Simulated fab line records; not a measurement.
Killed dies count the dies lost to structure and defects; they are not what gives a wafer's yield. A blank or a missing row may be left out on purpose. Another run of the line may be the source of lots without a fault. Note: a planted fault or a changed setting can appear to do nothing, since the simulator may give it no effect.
Struck lot and sound lot, side by side / flow sfq_line / 41 steps out of a route of 325
Sound: these wafers, L971.2, L971.5, L971.6. Struck: wafers L968.1, L968.6. (L968.2 of the same lot was not struck and is left out.) The cause comes at the end.
Each step with rows lists, per side, the tool, then ch with its chambers, then its first start. Under that, the readings that differ: sound wafers / struck wafers / difference of the means / sigmas: that difference in standard deviations of wafers without a fault.
alike: words and numbers the same on both sides, and readings whose means are apart by under 2 such deviations; not compared: readings that were withheld, readings missing a value for some wafer, numbers with overlapping values and no deviation given by the record, and bounds like >300 which may hide the same value.
Wherever a step has rows on one side only, a row that says differs or no value, or a row with sigmas, the two part there. When numbers do not overlap yet have no deviation, they are printed without sigmas and do not part them. Lack of a reading on every wafer of one side parts them only where that side has two or more wafers.

first, 2 steps without rows for these wafers: SFQ_TRILAYER_M6_DEP_PRE_CLEAN_158 (time 22.5 s); SFQ_TRILAYER_M6_DEP_SPUTTER_157 (material Nb, target thk 200 nm, time 133.3 s).
SFQ_M6_RS_MEAS_938: uses a four-point probe to measure.
  sound on film_metro-02, day 76 02:36; struck on film_metro-02, day 75 15:11
  alike: M6_NB_RS
then, 6 steps without rows for these wafers: SFQ_TRILAYER_M6_LITHO_COAT_164 (resist thk 62 nm); SFQ_TRILAYER_M6_LITHO_COAT_159 (resist thk 600 nm); SFQ_TRILAYER_M6_LITHO_SOFTBAKE_163; SFQ_TRILAYER_M6_LITHO_EXPOSE_160 (exposes mask M6, target cd 500 nm); SFQ_TRILAYER_M6_LITHO_PEB_162 (peb time 60 s); SFQ_TRILAYER_M6_LITHO_DEVELOP_161 (time 60 s).
-- the record jumps here: 2 days lie between the struck wafers' starts before and after --
SFQ_M6_OVL_MEAS_940:
  sound on overlay-01, day 78 01:59; struck on overlay-01, day 77 22:22
  alike: M6_OVL
then, 1 step without rows for these wafers: SFQ_TRILAYER_M6_BARC_OPEN_METAL_ETCH_206 (etches BARC in O2, target depth 125 nm, time 41.7 s).
SFQ_TRILAYER_M6_ETCH_METAL_ETCH_162: etches Nb in Cl2/Ar, stops on SiO2, target depth 240 nm, time 120 s.
  sound on rie_metal-01 ch 0,1, day 78 02:04; struck on rie_metal-02 ch 0, day 77 22:28
reading=oes_product_au (a.u.); sound=0.880 0.897 0.885; struck=0.822 0.812; difference=-0.070; sigmas=-11
reading=model.KrF_of_TRILAYER_M6_LITHO_COAT_159.thk_nm (nm); sound=383.6 382.9 382.6; struck=425.1 424.5; difference=+41.8; sigmas=
reading=model.M6.feature_depth_nm (nm); sound=197.9 197.4 195.1; struck=169.4 168.8; difference=-27.7; sigmas=
reading=model.etch.depth_nm (nm); sound=197.9 197.4 195.1; struck=169.4 168.8; difference=-27.7; sigmas=
  alike: drypump_motor_current_A
  not compared: rf_hours_counter_h
then, 2 steps without rows for these wafers: SFQ_TRILAYER_M6_STRIP_STRIP_163 (strips in O2); SFQ_TRILAYER_M6_STRIP_SOLV_CLEAN_164 (cleans in NMP, time 600 s).
SFQ_TRILAYER_I6_DEP_PECVD_165: deposits SiO2 from SiH4/N2O, time 111.11 s, target thk 500 nm.
  sound on pecvd-03 ch 0,2, day 78 02:58; struck on pecvd-01 ch 1,2, day 77 23:22
  alike: heater_power_w, throttle_valve_pct
then, 1 step without rows for these wafers: SFQ_TRILAYER_I6_CMP_CMP_166 (polishes SiO2).
SFQ_I6_BOW_MEAS_941:
  sound on film_metro-01, day 78 20:52; struck on film_metro-01, day 78 14:33
  alike: I6_BOW
SFQ_TRILAYER_I6_METRO_MEASURE_167:
  sound on film_metro-01, day 78 21:10; struck on film_metro-01, day 78 14:40
  alike: thk_nm
then, 6 steps without rows for these wafers: SFQ_TRILAYER_I6_VIA_LITHO_COAT_174 (resist thk 62 nm); SFQ_TRILAYER_I6_VIA_LITHO_COAT_169 (resist thk 650 nm); SFQ_TRILAYER_I6_VIA_LITHO_SOFTBAKE_173; SFQ_TRILAYER_I6_VIA_LITHO_EXPOSE_170 (exposes mask I6, target cd 700 nm); SFQ_TRILAYER_I6_VIA_LITHO_PEB_172 (peb time 60 s); SFQ_TRILAYER_I6_VIA_LITHO_DEVELOP_171 (time 60 s).
SFQ_I6_OVL_MEAS_942:
  sound on overlay-02, day 79 20:49; struck on overlay-02, day 79 16:28
  alike: I6_OVL
then, 1 step without rows for these wafers: SFQ_TRILAYER_I6_VIA_BARC_OPEN_VIA_ETCH_235 (etches BARC in O2, target depth 125 nm, time 41.7 s).
SFQ_TRILAYER_I6_VIA_ETCH_VIA_ETCH_172: etches SiO2 in CHF3, stops on Nb, target depth 260 nm.
  sound on rie_diel-03 ch 1,2,3, day 79 20:53; struck on rie_diel-04 ch 1,2, day 79 16:32
  alike: drypump_motor_current_A, oes_product_au
SFQ_TRILAYER_I6_VIA_STRIP_STRIP_173: strips in O2.
  sound on rie_metal-04 ch 0,1, day 79 21:00; struck on rie_metal-04 ch 1, day 79 16:39
  alike: drypump_motor_current_A, oes_product_au, platen_temp_c
  not compared: rf_hours_counter_h
then, 3 steps without rows for these wafers: SFQ_TRILAYER_I6_VIA_STRIP_SOLV_CLEAN_174 (cleans in NMP, time 600 s); SFQ_TRILAYER_M7_DEP_PRE_CLEAN_176 (time 22.5 s); SFQ_TRILAYER_M7_DEP_SPUTTER_175 (material Nb, target thk 200 nm, time 133.3 s).
SFQ_M7_RS_MEAS_943: uses a four-point probe to measure.
  sound on film_metro-04, day 79 21:56; struck on film_metro-02, day 79 17:55
  alike: M7_NB_RS
then, 6 steps without rows for these wafers: SFQ_TRILAYER_M7_LITHO_COAT_182 (resist thk 62 nm); SFQ_TRILAYER_M7_LITHO_COAT_177 (resist thk 600 nm); SFQ_TRILAYER_M7_LITHO_SOFTBAKE_181; SFQ_TRILAYER_M7_LITHO_EXPOSE_178 (exposes mask M7, target cd 500 nm); SFQ_TRILAYER_M7_LITHO_PEB_180 (peb time 60 s); SFQ_TRILAYER_M7_LITHO_DEVELOP_179 (time 60 s).
-- the record jumps here: 4 days lie between the struck wafers' starts before and after --
SFQ_M7_OVL_MEAS_945:
  sound on overlay-01, day 83 19:22; struck on overlay-01, day 83 14:34
  alike: M7_OVL
SFQ_TRILAYER_M7_BARC_OPEN_METAL_ETCH_229: etches BARC in O2, target depth 125 nm, time 41.7 s.
  sound on rie_metal-01 ch 0,1, day 83 19:24; struck on rie_metal-01 ch 0, day 83 14:36
  alike: drypump_motor_current_A, oes_product_au
  not compared: rf_hours_counter_h
-- the record jumps here: 7 days lie between the struck wafers' starts before and after --
SFQ_M8_BOW_MEAS_951:
  sound on film_metro-02, day 90 23:29; struck on film_metro-03, day 90 10:11
reading=model.etest.m6.comb_log10_ohm; sound=12 12 12; struck=0 0; difference=-12; sigmas=
  alike: M8_BOW

## WHERE THEY PART
Only at SFQ_TRILAYER_M6_ETCH_METAL_ETCH_162, as far as this record shows. Later steps at which nothing parts them and some readings are alike: SFQ_TRILAYER_I6_DEP_PECVD_165, SFQ_I6_BOW_MEAS_941, SFQ_TRILAYER_I6_METRO_MEASURE_167, SFQ_I6_OVL_MEAS_942, SFQ_TRILAYER_I6_VIA_ETCH_VIA_ETCH_172, SFQ_TRILAYER_I6_VIA_STRIP_STRIP_173, SFQ_M7_RS_MEAS_943, SFQ_M7_OVL_MEAS_945, SFQ_TRILAYER_M7_BARC_OPEN_METAL_ETCH_229, SFQ_M8_BOW_MEAS_951.

WHY: what had been put in by the simulator
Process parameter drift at SFQ_TRILAYER_M6_ETCH_METAL_ETCH_162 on rie_metal-02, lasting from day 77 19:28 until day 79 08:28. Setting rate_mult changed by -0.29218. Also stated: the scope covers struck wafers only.
